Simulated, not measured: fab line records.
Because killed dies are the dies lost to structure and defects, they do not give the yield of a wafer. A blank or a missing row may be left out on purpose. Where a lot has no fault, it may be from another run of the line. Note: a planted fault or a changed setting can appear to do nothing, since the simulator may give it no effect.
Chamber matching :: flow sky130 :: SKY_VIA2_CMP_02 on cmp-02: 4 sister chambers
The step polishes SiO2. 8 wafers are shown with their chamber, then 11 later ones without.

EACH WAFER AND ITS CHAMBER
wafer: L373.6
chamber: 2
motor-current-A (A): 9.8
head-pressure-psi (psi): 3.989

wafer: L376.3
chamber: 2
motor-current-A (A): 9.8
head-pressure-psi (psi): 4.006

wafer: L377.1
chamber: 1
motor-current-A (A): 11.9
head-pressure-psi (psi): 3.988

wafer: L377.6
chamber: 0
motor-current-A (A): 10.5
head-pressure-psi (psi): 4.013

wafer: L378.2
chamber: 3
motor-current-A (A): 10.4
head-pressure-psi (psi): 4.001

wafer: L378.5
chamber: 1
motor-current-A (A): 12.1
head-pressure-psi (psi): 4.002

wafer: L378.6
chamber: 0
motor-current-A (A): 10.1
head-pressure-psi (psi): 4.010

wafer: L381.1
chamber: 3
motor-current-A (A): 10.9
head-pressure-psi (psi): 3.986

WAFERS WHOSE CHAMBER IS MISSING
wafer: L381.4
motor-current-A (A): 12.0
head-pressure-psi (psi): 3.994

wafer: L381.5
motor-current-A (A): 12.0
head-pressure-psi (psi): 3.976

wafer: L383.1
motor-current-A (A): 10.5
head-pressure-psi (psi): 4.003

wafer: L383.3
motor-current-A (A): 12.6
head-pressure-psi (psi): 3.993

wafer: L383.5
motor-current-A (A): 9.5
head-pressure-psi (psi): 3.996

wafer: L388.1
motor-current-A (A): 12.0
head-pressure-psi (psi): 4.001

wafer: L388.2
motor-current-A (A): 10.5
head-pressure-psi (psi): 3.999

wafer: L388.5
motor-current-A (A): 11.8
head-pressure-psi (psi): 3.995

wafer: L389.1
motor-current-A (A): 9.4
head-pressure-psi (psi): 4.011

wafer: L389.3
motor-current-A (A): 9.8
head-pressure-psi (psi): 4.000

wafer: L389.5
motor-current-A (A): 10.2
head-pressure-psi (psi): 3.985

EACH ONE'S CHAMBER
wafer: L381.4
from the rows above: 1
in truth: 1

wafer: L381.5
from the rows above: 1
in truth: 1

wafer: L383.1
from the rows above: can't be placed: 3 or 0 or 2
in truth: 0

wafer: L383.3
from the rows above: 1
in truth: 1

wafer: L383.5
from the rows above: 2
in truth: 2

wafer: L388.1
from the rows above: 1
in truth: 1

wafer: L388.2
from the rows above: can't be placed: 3 or 0
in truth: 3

wafer: L388.5
from the rows above: 1
in truth: 1

wafer: L389.1
from the rows above: can't be placed: 2 or 0
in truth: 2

wafer: L389.3
from the rows above: 2
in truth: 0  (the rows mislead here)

wafer: L389.5
from the rows above: can't be placed: 3 or 2 or 0
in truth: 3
6 of 11 placed correctly. Can't be placed from these rows: 4 (the true chamber is among the candidates in 4). 1 placed wrongly.
How it was worked out, from the rows above alone: a wafer's distance from a chamber is the root of the sum, over the readings, of the square of ((its reading less the chamber's mean) divided by the reading's scatter). The wafer belongs to the nearest chamber; if the next one is less than 2 further off, it can't be placed. A chamber's mean is the mean of its shown wafers. The scatter is the square root of a quotient: the sum, over the shown wafers, of each reading's squared deviation from its chamber's mean, divided by wafers minus chambers.
